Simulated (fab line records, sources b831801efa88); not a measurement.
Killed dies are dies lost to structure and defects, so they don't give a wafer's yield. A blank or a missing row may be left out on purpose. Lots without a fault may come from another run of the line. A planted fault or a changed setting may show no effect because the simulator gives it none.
A struck lot beside a sound one | flow sfq_line | 42 steps out of a route of 325
Sound: wafers L700.2, L700.4, L700.6. Struck: wafer L692.4. (L692.2, L692.3 of the same lot were not struck and are left out.) The cause comes at the end.
At each step with rows: each side's tool, then ch and its chambers, then its first start. Under that, the readings that differ: sound wafers | struck wafers | difference of the means | sigmas: that difference in standard deviations of wafers without a fault.
alike: readings whose means differ by less than 2 such deviations, and words and numbers that are the same on both sides. not compared: withheld readings, readings that some wafer has no value for, bounds like >300 that may hide the same value, and numbers for which the record gives no deviation and whose values overlap.
The two part at a step that has a row with sigmas, a row that says differs or no value, or rows on one side only. Numbers that don't overlap but have no deviation are shown without sigmas and don't part them. A reading that every wafer of one side lacks parts them only if that side has two wafers or more.

first, 6 steps without rows for these wafers: SFQ_TRILAYER_M4_LITHO_COAT_098 (resist thk 62 nm); SFQ_TRILAYER_M4_LITHO_COAT_093 (resist thk 600 nm); SFQ_TRILAYER_M4_LITHO_SOFTBAKE_097; SFQ_TRILAYER_M4_LITHO_EXPOSE_094 (exposes mask M4, target cd 500 nm); SFQ_TRILAYER_M4_LITHO_PEB_096 (peb time 60 s); SFQ_TRILAYER_M4_LITHO_DEVELOP_095 (time 60 s).
SFQ_M4_OVL_MEAS_926:
  sound on overlay-01, day 57 13:42; struck on overlay-01, day 53 17:18
  alike: M4_OVL
then, 1 step without rows for these wafers: SFQ_TRILAYER_M4_BARC_OPEN_METAL_ETCH_123 (etches BARC in O2, target depth 125 nm, time 41.7 s).
SFQ_TRILAYER_M4_ETCH_METAL_ETCH_096: etches Nb in Cl2/Ar, stops on SiO2, target depth 240 nm, time 120 s.
  sound on rie_metal-04 ch 0,1, day 57 13:47; struck on rie_metal-02 ch 1, day 53 17:25
  alike: drypump_motor_current_A, oes_product_au
  not compared: rf_hours_counter_h
then, 3 steps without rows for these wafers: SFQ_TRILAYER_M4_STRIP_STRIP_097 (strips in O2); SFQ_TRILAYER_M4_STRIP_SOLV_CLEAN_098 (cleans in NMP, time 600 s); SFQ_TRILAYER_I4_DEP_PECVD_099 (deposits SiO2 from SiH4/N2O, time 111.11 s, target thk 500 nm).
SFQ_TRILAYER_I4_CMP_CMP_100: polishes SiO2.
  sound on cmp-01 ch 0,1,3, day 58 20:42; struck on cmp-01 ch 2, day 53 19:25
  reading                                             | sound             | struck | difference | sigmas
  time_to_endpoint_s (s)                              | 207 215 213       | 238    | +26        | +3
  model.SiO2_of_TRILAYER_I4_DEP_PECVD_099.thk_nm (nm) | 199.6 199.4 199.4 | 179.3  | -20.2      |
  alike: motor_current_A
SFQ_I4_BOW_MEAS_927:
  sound on film_metro-01, day 58 23:13; struck on film_metro-01, day 53 22:26
  alike: I4_BOW
SFQ_TRILAYER_I4_METRO_MEASURE_101:
  sound on film_metro-01, day 58 23:31; struck on film_metro-01, day 53 22:44
  reading     | sound             | struck | difference | sigmas
  thk_nm (nm) | 199.8 199.5 199.3 | 179.4  | -20.1      | -17
then, 6 steps without rows for these wafers: SFQ_TRILAYER_I4_VIA_LITHO_COAT_108 (resist thk 62 nm); SFQ_TRILAYER_I4_VIA_LITHO_COAT_103 (resist thk 650 nm); SFQ_TRILAYER_I4_VIA_LITHO_SOFTBAKE_107; SFQ_TRILAYER_I4_VIA_LITHO_EXPOSE_104 (exposes mask I4, target cd 700 nm); SFQ_TRILAYER_I4_VIA_LITHO_PEB_106 (peb time 60 s); SFQ_TRILAYER_I4_VIA_LITHO_DEVELOP_105 (time 60 s).
-- the record jumps here: 4 days lie between the struck wafers' starts before and after --
SFQ_I4_OVL_MEAS_928:
  sound on overlay-01, day 62 17:53; struck on overlay-01, day 58 07:42
  alike: I4_OVL
then, 1 step without rows for these wafers: SFQ_TRILAYER_I4_VIA_BARC_OPEN_VIA_ETCH_146 (etches BARC in O2, target depth 125 nm, time 41.7 s).
SFQ_TRILAYER_I4_VIA_ETCH_VIA_ETCH_106: etches SiO2 in CHF3, stops on Nb, target depth 260 nm.
  sound on rie_diel-02 ch 0,2,3, day 62 17:57; struck on rie_diel-03 ch 0, day 58 07:46
  reading                        | sound             | struck | difference | sigmas
  oes_product_au (a.u.)          | 0.854 0.852 0.847 | 0.809  | -0.042     | -8
  model.I4.feature_depth_nm (nm) | 199.6 199.4 199.4 | 179.3  | -20.2      |
  model.etch.depth_nm (nm)       | 199.6 199.4 199.4 | 179.3  | -20.2      |
  alike: drypump_motor_current_A
SFQ_TRILAYER_I4_VIA_STRIP_STRIP_107: strips in O2.
  sound on rie_metal-03 ch 0, day 62 18:04; struck on rie_metal-04 ch 0, day 58 07:53
  alike: drypump_motor_current_A, oes_product_au
  not compared: rf_hours_counter_h
then, 2 steps without rows for these wafers: SFQ_TRILAYER_I4_VIA_STRIP_SOLV_CLEAN_108 (cleans in NMP, time 600 s); SFQ_TRILAYER_JJ_TRILAYER_DEP_PRE_CLEAN_113 (time 22.5 s).
SFQ_TRILAYER_JJ_TRILAYER_DEP_SPUTTER_109: material Nb, target thk 150 nm, time 100 s.
  sound on pvd_sputter-05, day 62 18:52; struck on pvd_sputter-04, day 58 08:41
  alike: throttle_valve_pct
SFQ_TRILAYER_JJ_TRILAYER_DEP_SPUTTER_110: material Al, target thk 8 nm, time 10 s.
  sound on pvd_sputter-05, day 62 18:56; struck on pvd_sputter-04, day 58 08:46
  alike: throttle_valve_pct
then, 2 steps without rows for these wafers: SFQ_TRILAYER_JJ_TRILAYER_DEP_AL_OXIDATION_111 (oxidation time 600 s); SFQ_TRILAYER_JJ_TRILAYER_DEP_SPUTTER_112 (material Nb, target thk 170 nm, time 113.3 s).
SFQ_JJ_RS_MEAS_929: measures by four-point-probe.
  sound on film_metro-02, day 62 20:15; struck on film_metro-04, day 58 09:53
  reading           | sound             | struck | difference | sigmas
  JJ_NB_RS (ohm/sq) | 1.057 1.059 1.059 | 1.032  | -0.026     | -2
then, 6 steps without rows for these wafers: SFQ_TRILAYER_JJ_CE_LITHO_COAT_119 (resist thk 62 nm); SFQ_TRILAYER_JJ_CE_LITHO_COAT_114 (resist thk 600 nm); SFQ_TRILAYER_JJ_CE_LITHO_SOFTBAKE_118; SFQ_TRILAYER_JJ_CE_LITHO_EXPOSE_115 (exposes mask J5, target cd 700 nm); SFQ_TRILAYER_JJ_CE_LITHO_PEB_117 (peb time 60 s); SFQ_TRILAYER_JJ_CE_LITHO_DEVELOP_116 (time 60 s).
-- the record jumps here: 3 days lie between the struck wafers' starts before and after --
SFQ_JJ_OVL_MEAS_931:
  sound on overlay-02, day 67 00:32; struck on overlay-02, day 61 17:53
  alike: J5_OVL
then, 1 step without rows for these wafers: SFQ_TRILAYER_JJ_CE_METRO_MEASURE_117.
SFQ_TRILAYER_JJ_CE_BARC_OPEN_RIE_150: chemistry O2, target BARC, target depth 240 nm, time 80 s.
  sound on rie_metal-03 ch 0,1, day 67 01:46; struck on rie_metal-04 ch 0, day 61 19:07
  alike: drypump_motor_current_A, oes_product_au
  not compared: rf_hours_counter_h
SFQ_TRILAYER_M5_ETCH_METAL_ETCH_126: etches Nb in Cl2/BCl3, stops on SiO2, time 203.2 s, target depth 265 nm.
  sound on rie_metal-02 ch 0,1, day 70 10:07; struck on rie_metal-03 ch 0, day 62 13:08
  reading                                             | sound             | struck | difference | sigmas
  drypump_motor_current_A (A)                         | 5.7 5.9 5.9       | 5.0    | -0.8       | -2
  model.SiO2_of_TRILAYER_I4_DEP_PECVD_099.thk_nm (nm) | 179.5 179.6 179.8 | 159.4  | -20.2      |
  alike: oes_product_au
  not compared: rf_hours_counter_h

WHERE THEY PART
First at SFQ_TRILAYER_I4_CMP_CMP_100; last, within this record, at SFQ_TRILAYER_M5_ETCH_METAL_ETCH_126.

WHY: what the simulator had put in
Process parameter drift: cmp-01, from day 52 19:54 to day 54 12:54, at SFQ_TRILAYER_I4_CMP_CMP_100. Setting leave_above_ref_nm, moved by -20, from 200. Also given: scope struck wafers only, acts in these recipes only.
